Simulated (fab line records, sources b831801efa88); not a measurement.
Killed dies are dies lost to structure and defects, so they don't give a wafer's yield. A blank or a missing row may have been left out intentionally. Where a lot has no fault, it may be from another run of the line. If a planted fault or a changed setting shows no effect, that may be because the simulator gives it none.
Comparing a struck lot with a sound one ; flow sky130 ; 43 out of 708 route steps
Sound: the wafers L815.2, L815.4, L815.6. The struck wafers were L823.1, L823.5, L823.6. The cause is named last.
For every step that has rows: the tool of each side, followed by ch and its chambers, followed by its first start. Under that, the readings that differ: sound wafers ; struck wafers ; difference of the means ; sigmas: that difference in standard deviations of wafers without a fault.
alike: same words and numbers on both sides, and readings whose means sit less than 2 such deviations apart. not compared: any withheld reading, any reading some wafer has no value for, any bound like >300 that may hide the same value, and any number with overlapping values for which the record gives no deviation.
Wherever a step has rows on one side only, a row that says differs or no value, or a row with sigmas, the two part there. Non-overlapping numbers with no deviation appear without sigmas and do not part them. A reading that every wafer of one side lacks parts them only if that side has two wafers or more.

SKY_VIA4_STRIP_13: strips in O2/N2.
  sound on plasmaAsher-03 ch 0,1, day 43 19:48; struck on plasmaAsher-02 ch 0,1, day 46 04:35
  alike: drypumpMotorCurrentA, n2FlowSccm, oesProductAu, stripTimeToEndpointS
  not compared: rfHoursCounterH
then, 4 steps without rows for these wafers: SKY_VIA4_STRIP_14 (strips in post etch residue remover, time 1200 s); SKY_VIA4_CLEAN_15 (cleans in IPA, time 180 s); SKY_VIA4_CLEAN_16 (cleans in O3/DIW); SKY_VIA4_SPUTTER_17 (material TiN, target thk 20 nm, time 80 s).
SKY_VIA4_CVD_18: deposits W, target thk 505 nm, time 152.14 s.
  sound on cvdW-02 ch 0,1, day 43 20:36; struck on cvdW-02 ch 0,1, day 46 05:14
  alike: heaterPowerW
SKY_VIA4_RS_MEAS_19: measurement is done with a four-point probe.
  struck on filmMetro-01, day 46 05:23; sound on filmMetro-01, day 43 20:46
  alike: VIA4_W_RS
SKY_VIA4_THK_MEAS_20: measures by xrf.
  struck on filmMetro-01, day 46 05:30; sound on filmMetro-01, day 43 20:53
  alike: VIA4_W_THK
then, 4 steps without rows for these wafers: SKY_VIA4_CMP_21 (polishes, stops on SiO2, t overpolish 25 s, target thk 0 nm); SKY_METAL5_SPUTTER_00 (material Ti, target thk 15 nm, time 10 s); SKY_METAL5_SPUTTER_01 (material TiN, target thk 20 nm, time 16.7 s); SKY_METAL5_SPUTTER_02 (material AlCu, target thk 1150 nm, time 61.2 s).
SKY_METAL5_SPUTTER_03: material Ti, target thk 5 nm, time 3.3 s.
  struck on pvdSputter-03, day 46 05:58; sound on pvdSputter-03, day 43 21:20
  alike: cathodeDcPowerW, throttleValvePct
SKY_METAL5_SPUTTER_04: material TiN, target thk 70 nm, time 58.3 s.
  struck on pvdSputter-03, day 46 05:59; sound on pvdSputter-03, day 43 21:21
  alike: cathodeDcPowerW, throttleValvePct
SKY_METAL5_RS_MEAS_05: measurement is done with a four-point probe.
  struck on filmMetro-03, day 46 06:02; sound on filmMetro-03, day 43 21:25
  alike: METAL5_ALCU_RS
SKY_METAL5_THK_MEAS_06: measures by xrf.
  struck on filmMetro-03, day 46 06:09; sound on filmMetro-03, day 43 21:32
  alike: METAL5_ALCU_THK
then, 9 steps without rows for these wafers: SKY_METAL5_DEHYDRATE_07 (time 60 s); SKY_METAL5_HMDS_08 (prime time 60 s); SKY_METAL5_COAT_09 (resist thk 1800 nm); SKY_METAL5_SOFTBAKE_10 (time 60 s); SKY_METAL5_EXPOSE_11 (exposes mask MM5, target cd 1600 nm); SKY_METAL5_PEB_12; SKY_METAL5_DEVELOP_13 (develop time 60 s); SKY_METAL5_DESCUM_14 (chemistry O2, time 11 s); SKY_METAL5_METAL_ETCH_15 (etches the open film in Cl2/BCl3, stops on SiO2, target depth 1260 nm, time 252 s).
SKY_METAL5_STRIP_16: strips in O2/N2.
  sound on plasmaAsher-02 ch 0,1, day 44 19:43; struck on plasmaAsher-02 ch 0,1, day 47 01:42
  alike: drypumpMotorCurrentA, n2FlowSccm, oesProductAu, stripTimeToEndpointS
  not compared: rfHoursCounterH
then, 4 steps without rows for these wafers: SKY_METAL5_STRIP_17 (strips in post etch residue remover, time 1200 s); SKY_METAL5_CLEAN_18 (cleans in IPA, time 180 s); SKY_METAL5_CLEAN_19 (cleans in O3/DIW); SKY_PASSIVATION_CVD_00 (deposits SiO2, target thk 90 nm).
SKY_PASSIVATION_THK_MEAS_01:
  struck on filmMetro-03, day 47 02:21; sound on filmMetro-02, day 44 20:20
  alike: PASSIVATION_CVD_00_THK
then, 1 step without rows for these wafers: SKY_PASSIVATION_CVD_02 (deposits Si3N4, target thk 540 nm).
SKY_PASSIVATION_THK_MEAS_03:
  struck on filmMetro-03, day 47 02:38; sound on filmMetro-02, day 44 20:37
  alike: PASSIVATION_CVD_02_THK
then, 7 steps without rows for these wafers: SKY_PASSIVATION_DEHYDRATE_04 (time 60 s); SKY_PASSIVATION_HMDS_05 (prime time 60 s); SKY_PASSIVATION_COAT_06 (resist thk 3000 nm); SKY_PASSIVATION_SOFTBAKE_07; SKY_PASSIVATION_EXPOSE_08 (exposes mask NSM, target cd 3000 nm); SKY_PASSIVATION_PEB_09; SKY_PASSIVATION_DEVELOP_10 (develop time 60 s).
SKY_PASSIVATION_ETCH_11: etches the open film in CF4/O2, stops on AlCu, target depth 725 nm, time 161.1 s.
  sound on rieDiel-03 ch 0,1,2, day 45 17:55; struck on rieDiel-01 ch 1,3, day 47 21:13
  alike: drypumpMotorCurrentA, oesProductAu, throttleValvePct
  not compared: rfHoursCounterH
then, 1 step without rows for these wafers: SKY_PASSIVATION_STRIP_12 (strips in O2/N2).
SKY_PAD_OPEN_PROBE_99:
  struck on prober-02, day 48 18:04; sound on prober-01, day 46 17:23
reading;sound;struck;difference;sigmas
defectLimitedYield (%);83.9 82.5 80.1;77.8 76.8 74.6;-5.8;-3
killed_at_M4_up;2 2 7;38 41 46;+38;+22
killedDies;79 86 98;109 114 125;+28;+3
sort_bin_3_pad_short (%);1.2 0.4 1.2;2.0 3.7 2.6;+1.8;+4
sort_bin_5_function (%);9.1 10.8 12.6;13.0 12.8 16.7;+3.3;+3
sortNPass;413 406 394;383 378 367;-28;-3
sortYieldPct (%);83.9 82.5 80.1;77.8 76.8 74.6;-5.8;-3
model.etest.tester.sortNPass;413 406 394;383 378 367;-28;
model.etest.tester.sortYieldPct (%);83.94 82.52 80.08;77.85 76.83 74.59;-5.76;
model.etest.tester.sort_bin_5_pct (%);9.146 10.77 12.6;13.01 12.8 16.67;+3.32;
model.etest.tester.sort_bin_3_pct (%);1.22 0.4065 1.22;2.033 3.659 2.642;+1.829;
  alike: killed_at_M0_to_M3, killedAtContacts, killedAtFrontEnd, killedAtOther, killedOpen, killedShort, sort_bin_6_memory

WHERE THEY PART
SKY_PAD_OPEN_PROBE_99 only, going by this record.

WHY: what had been put in by the simulator
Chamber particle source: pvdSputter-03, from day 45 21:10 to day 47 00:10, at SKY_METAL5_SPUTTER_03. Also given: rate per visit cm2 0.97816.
